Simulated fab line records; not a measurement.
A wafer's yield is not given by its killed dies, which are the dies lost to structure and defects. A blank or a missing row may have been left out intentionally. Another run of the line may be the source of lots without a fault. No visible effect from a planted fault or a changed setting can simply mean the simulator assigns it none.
A lot that was struck, set against a sound lot	flow sfq line	42 steps out of a route of 325
Sound: wafers L855.1, L855.2, L855.3. Wafers L873.1, L873.4, L873.6 were the ones struck. At the end, the cause is stated.
Each step with rows lists, per side, the tool, then ch with its chambers, then its first start. Under that, the readings that differ: sound wafers	struck wafers	difference of the means	sigmas: that difference in standard deviations of wafers without a fault.
alike: readings with means less than 2 such deviations apart, plus words and numbers identical on both sides. not compared: withheld readings, readings lacking a value on some wafer, bounds such as >300 that could conceal the same value, and numbers that have no deviation in the record and whose values overlap.
Wherever a step has rows on one side only, a row that says differs or no value, or a row with sigmas, the two part there. Numbers that don't overlap but have no deviation are shown without sigmas and don't part them. Lack of a reading on every wafer of one side parts them only where that side has two or more wafers.

first, 6 steps without rows for these wafers: SFQ_TRILAYER_M0_LITHO_COAT_026 (resist thk 62 nm); SFQ_TRILAYER_M0_LITHO_COAT_021 (resist thk 600 nm); SFQ_TRILAYER_M0_LITHO_SOFTBAKE_025; SFQ_TRILAYER_M0_LITHO_EXPOSE_022 (exposes mask M0, target cd 500 nm); SFQ_TRILAYER_M0_LITHO_PEB_024 (peb time 60 s); SFQ_TRILAYER_M0_LITHO_DEVELOP_023 (time 60 s).
SFQ_M0_OVL_MEAS_906:
  sound on overlay-02, day 8 10:31; struck on overlay-02, day 12 23:05
reading	sound	struck	difference	sigmas
M0_OVL (nm)	-6 -3 -5	9 6 9	+13	+3
then, 1 step without rows for these wafers: SFQ_TRILAYER_M0_BARC_OPEN_METAL_ETCH_031 (etches BARC in O2, target depth 125 nm, time 41.7 s).
SFQ_TRILAYER_M0_ETCH_METAL_ETCH_024: etches Nb in Cl2/Ar, stops on SiO2, target depth 240 nm, time 120 s.
  sound on rie metal-02 ch 0,1, day 8 10:37; struck on rie metal-02 ch 1, day 12 23:11
  alike: drypump motor current A, oes product au
  not compared: rf hours counter h
then, 2 steps without rows for these wafers: SFQ_TRILAYER_M0_STRIP_STRIP_025 (strips in O2); SFQ_TRILAYER_M0_STRIP_SOLV_CLEAN_026 (cleans in NMP, time 600 s).
SFQ_TRILAYER_I0_DEP_PECVD_027: deposits SiO2 from SiH4/N2O, time 111.11 s, target thk 500 nm.
  sound on pecvd-03 ch 0,1,2, day 8 11:34; struck on pecvd-02 ch 1,2, day 13 00:05
  alike: heater power w, throttle valve pct
SFQ_TRILAYER_I0_CMP_CMP_028: polishes SiO2.
  sound on cmp-01 ch 0,1,2, day 8 12:23; struck on cmp-01 ch 0,1,2, day 13 14:44
  no value came back on the struck wafers for edge zone pressure frac, head pressure psi (psi), motor current A (A), time to endpoint s (s); on the sound wafers edge zone pressure frac reads 1.005 0.986 1.003
reading	sound	struck	difference	sigmas
model.SiO2_of_TRILAYER_I0_DEP_PECVD_027.thk nm (nm)	202 201.5 202.1	508.5 512.9 506.2	+307.3	
SFQ_I0_BOW_MEAS_907:
  sound on film metro-03, day 8 14:53; struck on film metro-02, day 13 16:44
  alike: I0_BOW
SFQ_TRILAYER_I0_METRO_MEASURE_029:
  sound on film metro-03, day 8 15:01; struck on film metro-02, day 13 16:52
reading	sound	struck	difference	sigmas
thk nm (nm)	202.0 201.3 201.9	508.3 513.2 505.9	+307.4	+99 or more
then, 6 steps without rows for these wafers: SFQ_TRILAYER_I0_VIA_LITHO_COAT_036 (resist thk 60.99 nm); SFQ_TRILAYER_I0_VIA_LITHO_COAT_031 (resist thk 650 nm); SFQ_TRILAYER_I0_VIA_LITHO_SOFTBAKE_035; SFQ_TRILAYER_I0_VIA_LITHO_EXPOSE_032 (exposes mask I0, target cd 500 nm); SFQ_TRILAYER_I0_VIA_LITHO_PEB_034 (peb time 60 s); SFQ_TRILAYER_I0_VIA_LITHO_DEVELOP_033 (time 60 s).
-- the record jumps here: 3 days lie between the struck wafers' starts before and after --
SFQ_I0_OVL_MEAS_908:
  sound on overlay-01, day 10 23:32; struck on overlay-02, day 16 09:01
  alike: I0_OVL
SFQ_TRILAYER_I0_VIA_BARC_OPEN_VIA_ETCH_046: etches BARC in O2, target depth 125 nm, time 41.7 s.
  sound on rie diel-03 ch 0,2,3, day 10 23:34; struck on rie diel-03 ch 0,1, day 16 09:03
  alike: drypump motor current A, oes product au
  not compared: rf hours counter h
SFQ_TRILAYER_I0_VIA_ETCH_VIA_ETCH_034: etches SiO2 in CHF3, stops on Nb, target depth 260 nm.
  sound on rie diel-03 ch 0,2,3, day 10 23:37; struck on rie diel-03 ch 0,1, day 16 09:05
reading	sound	struck	difference	sigmas
oes product au (a.u.)	0.859 0.864 0.862	1.609 1.610 1.602	+0.745	+99 or more
model.etch.depth nm (nm)	202 201.5 202.1	256.3 258.7 257.1	+55.5	
model.I0.feature depth nm (nm)	202 201.5 202.1	256.3 258.7 257.1	+55.5	
  alike: drypump motor current A
then, 2 steps without rows for these wafers: SFQ_TRILAYER_I0_VIA_STRIP_STRIP_035 (strips in O2); SFQ_TRILAYER_I0_VIA_STRIP_SOLV_CLEAN_036 (cleans in NMP, time 600 s).
SFQ_TRILAYER_M1_DEP_PRE_CLEAN_038: time 22.5 s.
  sound on pvd sputter-03, day 11 00:30; struck on pvd sputter-03, day 16 10:34
reading	sound	struck	difference	sigmas
model.SiO2_of_TRILAYER_I0_DEP_PECVD_027.thk nm (nm)	194.5 194 194.6	501 505.3 498.6	+307	
  alike: bias v
then, 1 step without rows for these wafers: SFQ_TRILAYER_M1_DEP_SPUTTER_037 (material Nb, target thk 200 nm, time 133.3 s).
SFQ_M1_RS_MEAS_909: measurement is done with a four-point probe.
  sound on film metro-03, day 11 00:37; struck on film metro-01, day 16 10:41
  alike: M1_NB_RS
then, 4 steps without rows for these wafers: SFQ_TRILAYER_M1_LITHO_COAT_044 (resist thk 62 nm); SFQ_TRILAYER_M1_LITHO_COAT_039 (resist thk 600 nm); SFQ_TRILAYER_M1_LITHO_SOFTBAKE_043; SFQ_TRILAYER_M1_LITHO_EXPOSE_040 (exposes mask M1, target cd 500 nm).
-- the record jumps here: 4 days lie between the struck wafers' starts before and after --
SFQ_TRILAYER_M1_LITHO_PEB_042: peb time 61.81 s.
  sound on litho track-01 ch 0, day 14 00:43; struck on litho track-03 ch 0, day 20 03:41
  alike: chill plate temp C, plate sensor t centre C, plate sensor t edge C
then, 1 step without rows for these wafers: SFQ_TRILAYER_M1_LITHO_DEVELOP_041 (time 60 s).
SFQ_M1_OVL_MEAS_911:
  sound on overlay-01, day 14 01:01; struck on overlay-02, day 20 03:59
  alike: M1_OVL
then, 4 steps without rows for these wafers: SFQ_TRILAYER_M1_BARC_OPEN_METAL_ETCH_054 (etches BARC in O2, target depth 125 nm, time 41.7 s); SFQ_TRILAYER_M1_ETCH_METAL_ETCH_042 (etches Nb in Cl2/Ar, stops on SiO2, target depth 240 nm, time 120 s); SFQ_TRILAYER_M1_STRIP_STRIP_043 (strips in O2); SFQ_TRILAYER_M1_STRIP_SOLV_CLEAN_044 (cleans in NMP, time 600 s).
SFQ_TRILAYER_I1_DEP_PECVD_045: deposits SiO2 from SiH4/N2O, time 111.11 s, target thk 500 nm.
  sound on pecvd-03 ch 0,1,2, day 14 02:01; struck on pecvd-03 ch 0,1,2, day 20 04:59
  alike: heater power w, throttle valve pct
-- the record jumps here: 65 days lie between the struck wafers' starts before and after --
SFQ_M8_BOW_MEAS_951:
  sound on film metro-02, day 75 19:28; struck on film metro-01, day 84 23:34
reading	sound	struck	difference	sigmas
model.etest.i0.link ohm	1.981 1.996 1.99	1e+06 1e+06 1e+06	+1e+06	
  alike: M8_BOW

WHERE THEY PART
First at SFQ_M0_OVL_MEAS_906; last, within this record, at SFQ_TRILAYER_I0_VIA_ETCH_VIA_ETCH_034. Later steps at which nothing parts them and some readings are alike: SFQ_TRILAYER_M1_DEP_PRE_CLEAN_038, SFQ_M1_RS_MEAS_909, SFQ_TRILAYER_M1_LITHO_PEB_042, SFQ_M1_OVL_MEAS_911, SFQ_TRILAYER_I1_DEP_PECVD_045, SFQ_M8_BOW_MEAS_951.

WHY: the cause the simulator had injected
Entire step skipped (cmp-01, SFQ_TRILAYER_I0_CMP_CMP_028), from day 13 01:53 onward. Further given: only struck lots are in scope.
